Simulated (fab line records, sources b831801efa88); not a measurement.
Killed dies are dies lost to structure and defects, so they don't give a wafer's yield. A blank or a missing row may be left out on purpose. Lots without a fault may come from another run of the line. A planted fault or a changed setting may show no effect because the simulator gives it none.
fab line records | flow gf180mcu
record lots=12 wafers=36 last_day=34
route steps=602 shown VT_IMPLANT@132 HV_LDD@207
lots that met no fault: from a run of the same line without faults
start_h: hours from the record's first day to the start of the lot's first wafer shown | wait_h: hours since the lot's step before | " the same as in the row above | L1.1+2: a row that stands for several wafers | - no value, or no start given | * or withheld: withheld | < > ~ a bound
route shown NAME@n: a module of which the file shows steps, and the number in the route of the first | usual: mean/standard deviation of fault-free wafers | same: alike in all rows | chamber/n: place in a boat | sites: the reading at each site | _std_site: their standard deviation | _edge_site: outer sites' mean less inner sites' | radius_mm: how far each site lies from the wafer's centre | mask NAME#n: copy n | behind: the tool/chamber that last shaped the wafer | hold: why the lot was held/for how many hours/how that ended | device: the transistor (n, p or np) that didn't switch | end of line: the same wafers' tests at the end of the route | a step without rows: its recipe alone | killed: dies lost to structure and defects at the first sort, not the wafer's yield | map: a wafer's dies, x killed, . not, _ none there
set.NAME: the setting as run; set.NAME@STEP: as run at that earlier step | model.NAME: the simulator's own value behind a step, which no gauge read
steps of the route over a sample of lots; a table a step, a row a wafer
services: from which hour (start_h, from the record's first day; less than 0 if before it) a tool's chamber was out of use, for how many hours, and why
## steps
# step GF_VT_IMPLANT_STRIP_42
# recipe chemistry=O2/N2 power_w=1400 pressure_mtorr=1500 platen_temp_c=250 o2_flow_sccm=3000 n2_flow_sccm=300 overash_fraction=0.5
# usual drypump_motor_current_A=5.60/0.24 heater_power_w=345/27 oes_product_au=0.716/0.005 strip_time_to_endpoint_s=12.60/0.032
# columns lot.wafer tool chamber start_h wait_h drypump_motor_current_A heater_power_w oes_product_au rf_hours_counter_h strip_time_to_endpoint_s
L216.1 plasma_asher-01 1 158.90 0.1 5.53 380 0.720 53 12.60
L216.2 " 0 " " 5.87 391 0.716 53 12.62
L216.5 " 1 " " 5.55 380 0.720 - 12.61
L223.3 plasma_asher-04 0 207.06 0.1 5.33 325 0.702 - 12.65
L223.4 " 1 " " 5.79 319 0.716 - 12.67
L223.5 " 1 " " 5.79 317 0.711 - 12.66
L224.3 plasma_asher-01 0 209.33 0.1 5.89 385 0.716 - 12.58
L224.4 " 1 " " 5.52 365 0.715 - 12.56
L224.6 " 1 " " 5.50 367 0.714 - 12.57
L225.1 plasma_asher-01 1 216.25 0.1 5.53 376 0.718 59 12.59
L225.4 " 1 " " 5.53 372 0.713 - 12.56
L225.6 " 0 " " 5.87 390 0.708 - 12.62
L229.2 plasma_asher-03 1 242.71 0.1 5.25 330 0.709 44 12.60
L229.4 " 0 " " 5.86 343 0.716 - 12.61
L229.5 " 0 " " 5.84 353 0.716 - 12.56
L232.1 plasma_asher-03 0 262.03 0.1 5.84 335 0.717 46 12.61
L232.3 " 0 " " 5.83 335 0.711 - 12.57
L232.6 " 0 " " 5.85 337 0.721 - 12.57
L233.3 plasma_asher-01 0 271.68 0.1 5.86 387 0.719 - 12.65
L233.4 " 1 " " 5.53 382 0.717 - 12.63
L233.5 " 1 " " 5.54 370 0.709 - 12.67
L234.1 plasma_asher-04 0 290.60 0.1 5.34 329 0.719 68 12.60
L234.3 " 1 " " 5.79 312 0.719 - 12.56
L234.6 " 1 " " 5.77 313 0.717 - 12.58
L235.1 plasma_asher-04 0 296.83 0.1 5.33 322 0.717 68 12.55
L235.2 " 1 " " 5.75 321 0.718 68 12.58
L235.3 " 1 " " 5.78 328 0.719 - 12.57
L236.1 plasma_asher-03 1 299.31 0.1 5.27 324 0.708 50 12.61
L236.2 " 0 " " 5.85 337 0.727 50 12.63
L236.3 " 1 " " 5.28 331 0.719 - 12.65
L237.4 plasma_asher-04 1 302.38 0.1 5.76 316 0.719 - 12.56
L237.5 " 0 " " 5.36 334 0.718 - 12.60
L237.6 " 1 " " 5.76 316 0.722 - 12.59
L238.1 plasma_asher-01 0 310.91 0.1 5.88 393 0.719 67 12.59
L238.5 " 1 " " 5.53 367 0.718 - 12.61
L238.6 " 0 " " 5.89 385 0.725 - 12.57
# step GF_HV_LDD_CD_MEAS_31
# recipe target_cd_nm=400
# usual cd_nm=398.8/2.5
# columns lot.wafer tool chamber start_h wait_h cd_nm
L216.1 cd_sem-02 - 255.11 0.1 401.3
L216.2 " - " " 400.7
L216.5 " - " " 401.1
L223.3 cd_sem-02 - 309.50 0.1 400.0
L223.4 " - " " 400.8
L223.5 " - " " 400.1
L224.3 cd_sem-01 - 315.45 0.1 400.6
L224.4 " - " " 401.8
L224.6 " - " " 402.9
L225.1 cd_sem-01 - 321.71 0.1 397.4
L225.4 " - " " 400.4
L225.6 " - " " 398.6
L229.2 cd_sem-01 - 353.58 0.1 397.8
L229.4 " - " " 399.5
L229.5 " - " " 398.9
L232.1 cd_sem-01 - 375.61 0.1 396.1
L232.3 " - " " 395.7
L232.6 " - " " 395.2
L233.3 cd_sem-02 - 384.95 0.1 401.7
L233.4 " - " " 398.2
L233.5 " - " " 400.9
L234.1 cd_sem-02 - 407.89 0.1 402.5
L234.3 " - " " 401.3
L234.6 " - " " 401.1
L235.1 cd_sem-01 - 417.76 0.1 396.4
L235.2 " - " " 396.7
L235.3 " - " " 395.2
L236.1 cd_sem-01 - 421.34 0.1 399.5
L236.2 " - " " 397.3
L236.3 " - " " 400.0
L237.4 cd_sem-02 - 424.27 0.1 397.8
L237.5 " - " " 397.2
L237.6 " - " " 398.5
L238.1 cd_sem-02 - 429.89 0.1 401.4
L238.5 " - " " 399.5
L238.6 " - " " 399.7
# step GF_HV_LDD_IMPLANT_34
# recipe species=P energy_kev=60 dose_cm2=7.5e+12 tilt_deg=30 rotation_deg=90
# usual beam_energy_keV=60.003/0.021 dose_ions_cm2=7.499e+12/7e+09 faraday_current_uA=42.3/0.82
# columns lot.wafer tool chamber start_h wait_h beam_energy_keV dose_ions_cm2 faraday_current_uA
L216.1 implanter-04 0 255.42 0.1 60.016 7.493e+12 41.7
L216.2 " 0 " " 60.013 7.497e+12 42.6
L216.5 " 0 " " 59.985 7.503e+12 42.7
L223.3 implanter-03 0 309.82 0.1 60.006 3.147e+12 17.4
L223.4 " 0 " " 60.021 3.132e+12 17.6
L223.5 " 0 " " 60.030 3.128e+12 17.8
L224.3 implanter-03 0 315.77 0.1 59.951 3.137e+12 18.3
L224.4 " 0 " " 59.985 3.142e+12 17.9
L224.6 " 0 " " 59.969 3.146e+12 17.8
L225.1 implanter-03 0 322.02 0.1 60.047 3.131e+12 17.3
L225.4 " 0 " " 60.047 3.125e+12 17.6
L225.6 " 0 " " 60.039 3.138e+12 17.5
L229.2 implanter-04 0 353.89 0.1 60.000 7.49e+12 42.1
L229.4 " 0 " " 59.978 7.497e+12 42.6
L229.5 " 0 " " 60.002 7.5e+12 42.0
L232.1 implanter-02 0 375.92 0.1 60.014 7.496e+12 42.2
L232.3 " 0 " " 60.025 7.488e+12 43.3
L232.6 " 0 " " 60.028 7.498e+12 41.9
L233.3 implanter-02 0 385.26 0.1 59.960 7.51e+12 43.6
L233.4 " 0 " " 59.991 7.511e+12 42.0
L233.5 " 0 " " 59.978 7.507e+12 42.0
L234.1 implanter-02 0 408.19 0.1 60.027 7.501e+12 42.6
L234.3 " 0 " " 60.005 7.499e+12 42.5
L234.6 " 0 " " 60.018 7.483e+12 43.0
L235.1 implanter-04 0 418.07 0.1 59.999 7.493e+12 41.7
L235.2 " 0 " " 60.009 7.499e+12 42.5
L235.3 " 0 " " 59.971 7.499e+12 39.8
L236.1 implanter-04 0 421.64 0.1 60.050 7.503e+12 40.9
L236.2 " 0 " " 60.013 7.492e+12 43.0
L236.3 " 0 " " 60.012 7.499e+12 42.3
L237.4 implanter-04 0 424.59 0.1 60.021 7.501e+12 41.7
L237.5 " 0 " " 60.044 7.496e+12 42.3
L237.6 " 0 " " 60.009 7.504e+12 42.6
L238.1 implanter-02 0 430.19 0.1 60.033 7.493e+12 40.8
L238.5 " 0 " " 59.994 7.488e+12 43.5
L238.6 " 0 " " 60.033 7.495e+12 40.8
# step GF_HV_LDD_TW_MEAS_38
# usual HV_LDD_3_TW=1439/9.6
# columns lot.wafer tool chamber start_h wait_h HV_LDD_3_TW
L216.1 film_metro-04 - 255.97 0.1 1443
L216.2 " - " " 1450
L216.5 " - " " 1448
L223.3 film_metro-01 - 310.34 0.1 1360
L223.4 " - " " 1370
L223.5 " - " " 1376
L224.3 film_metro-01 - 316.29 0.1 1362
L224.4 " - " " 1360
L224.6 " - " " 1358
L225.1 film_metro-01 - 322.57 0.1 1362
L225.4 " - " " 1360
L225.6 " - " " 1357
L229.2 film_metro-02 - 354.43 0.1 1438
L229.4 " - " " 1448
L229.5 " - " " 1444
L232.1 film_metro-01 - 376.47 0.1 1439
L232.3 " - " " 1436
L232.6 " - " " 1426
L233.3 film_metro-02 - 385.79 0.1 1431
L233.4 " - " " 1441
L233.5 " - " " 1433
L234.1 film_metro-04 - 408.74 0.1 1449
L234.3 " - " " 1457
L234.6 " - " " 1448
L235.1 film_metro-02 - 418.63 0.1 1433
L235.2 " - " " 1436
L235.3 " - " " 1426
L236.1 film_metro-01 - 422.19 0.1 1439
L236.2 " - " " 1421
L236.3 " - " " 1430
L237.4 film_metro-01 - 425.09 0.1 1431
L237.5 " - " " 1427
L237.6 " - " " 1430
L238.1 film_metro-02 - 430.74 0.1 1442
L238.5 " - " " 1437
L238.6 " - " " 1431
# step GF_HV_LDD_RS_MEAS_53
# recipe thk_meas_gauge=four-point-probe
# usual HV_LDD_RS=418.3/0.91
# columns lot.wafer tool chamber start_h wait_h HV_LDD_RS[ohm/sq]
L216.1 film_metro-02 - 274.94 0.1 419.5
L216.2 " - " " 418.5
L216.5 " - " " 419.3
L223.3 film_metro-02 - 331.58 0.1 431.6
L223.4 " - " " 432.0
L223.5 " - " " 430.5
L224.3 film_metro-04 - 337.49 0.1 430.1
L224.4 " - " " 430.3
L224.6 " - " " 431.3
L225.1 film_metro-02 - 344.17 0.1 430.1
L225.4 " - " " 430.8
L225.6 " - " " 430.4
L229.2 film_metro-04 - 377.11 0.1 418.1
L229.4 " - " " 418.8
L229.5 " - " " 417.7
L232.1 film_metro-02 - 399.97 0.1 418.4
L232.3 " - " " 419.7
L232.6 " - " " 419.1
L233.3 film_metro-02 - 409.73 0.1 419.4
L233.4 " - " " 418.5
L233.5 " - " " 417.6
L234.1 film_metro-04 - 433.34 0.1 417.4
L234.3 " - " " 418.7
L234.6 " - " " 418.5
L235.1 film_metro-04 - 443.29 0.1 418.3
L235.2 " - " " 419.2
L235.3 " - " " 419.8
L236.1 film_metro-01 - 446.12 0.1 417.4
L236.2 " - " " 417.7
L236.3 " - " " 417.7
L237.4 film_metro-01 - 450.85 0.1 418.2
L237.5 " - " " 418.7
L237.6 " - " " 416.9
L238.1 film_metro-04 - 455.50 0.1 417.5
L238.5 " - " " 417.4
L238.6 " - " " 417.4
# step GF_HV_LDD_THK_MEAS_57
# recipe reads=Si3N4_of_HV_LDD_CVD_56
# usual HV_LDD_CVD_56_THK=90.2/0.96
# columns lot.wafer tool chamber start_h wait_h HV_LDD_CVD_56_THK[nm]
L216.1 film_metro-01 - 278.36 0.0 89.3
L216.2 " - " " 89.6
L216.5 " - " " 88.9
L223.3 film_metro-04 - 334.19 0.0 90.6
L223.4 " - " " 90.5
L223.5 " - " " 90.0
L224.3 film_metro-04 - 340.10 0.0 89.7
L224.4 " - " " 90.5
L224.6 " - " " 90.5
L225.1 film_metro-01 - 347.66 0.0 90.0
L225.4 " - " " 89.6
L225.6 " - " " 89.2
L229.2 film_metro-04 - 380.96 0.0 92.8
L229.4 " - " " 91.8
L229.5 " - " " 92.0
L232.1 film_metro-01 - 403.83 0.0 88.1
L232.3 " - " " 88.2
L232.6 " - " " 87.4
L233.3 film_metro-01 - 413.05 0.0 89.4
L233.4 " - " " 89.1
L233.5 " - " " 89.8
L234.1 film_metro-04 - 436.01 0.0 89.5
L234.3 " - " " 89.5
L234.6 " - " " 89.7
L235.1 film_metro-04 - 446.43 0.0 89.5
L235.2 " - " " 90.0
L235.3 " - " " 89.5
L236.1 film_metro-04 - 449.32 0.0 89.9
L236.2 " - " " 89.6
L236.3 " - " " 90.0
L237.4 film_metro-02 - 453.96 0.0 90.7
L237.5 " - " " 90.8
L237.6 " - " " 89.9
L238.1 film_metro-02 - 458.13 0.0 89.5
L238.5 " - " " 90.1
L238.6 " - " " 90.0
## services
# columns tool chamber start_h hours kind
implanter-03 - 159.43 0.8 repair
plasma_asher-01 - 178.80 1.2 repair
implanter-03 - 179.12 1.1 repair
implanter-02 - 183.71 3.6 repair
implanter-03 - 244.52 1.3 repair
implanter-03 - 246.73 1.1 repair
plasma_asher-01 - 272.98 14.6 pm
implanter-02 - 278.58 4.7 repair
plasma_asher-01 - 298.20 8.0 repair
plasma_asher-03 - 301.41 13.2 pm
implanter-03 - 366.83 69.5 repair
plasma_asher-03 - 374.55 14.6 pm
plasma_asher-04 - 421.25 9.0 pm
plasma_asher-04 0 421.25 9.0 vent_cycle
plasma_asher-04 1 421.25 9.0 vent_cycle
implanter-04 - 426.54 4.0 repair
plasma_asher-04 - 430.25 7.2 pm
plasma_asher-04 0 430.25 - clean
plasma_asher-04 1 430.25 - clean
## key
first_sign step=GF_HV_LDD_IMPLANT_34 reading=dose_ions_cm2 direction=down sigmas=99+ usual=7.499e+12 struck=3.136e+12
effect step=GF_HV_LDD_IMPLANT_34 reading=faraday_current_uA direction=down sigmas=30 usual=42.3 struck=17.7
effect step=GF_HV_LDD_TW_MEAS_38 reading=HV_LDD_3_TW direction=down sigmas=7.9 usual=1439 struck=1363
effect step=GF_HV_LDD_RS_MEAS_53 reading=HV_LDD_RS direction=up sigmas=14 usual=418.3 struck=430.8
met_at GF_HV_LDD_IMPLANT_34
struck_lots L223,L224,L225
tester_left_out L223,L224,L225
not_acting_at GF_VT_IMPLANT_STRIP_42,GF_HV_LDD_CD_MEAS_31,GF_HV_LDD_THK_MEAS_57
fault kind=process_parameter_drift tool=implanter-03 chamber=- onset_h=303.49 steps=GF_HV_LDD_IMPLANT_34 channel=dose_cm2 offset=-4.3625e+12 shape=step end_h=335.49 acts_in=these_recipes_only stated=7.5e+12
# tester_left_out: of these lots the tester's yield and bins aren't shown, on N5 and GAA mostly nor the transistor test; their killed dies are dies lost to structure and defects alone, not to doping, threshold or leakage, so they don't give the yield
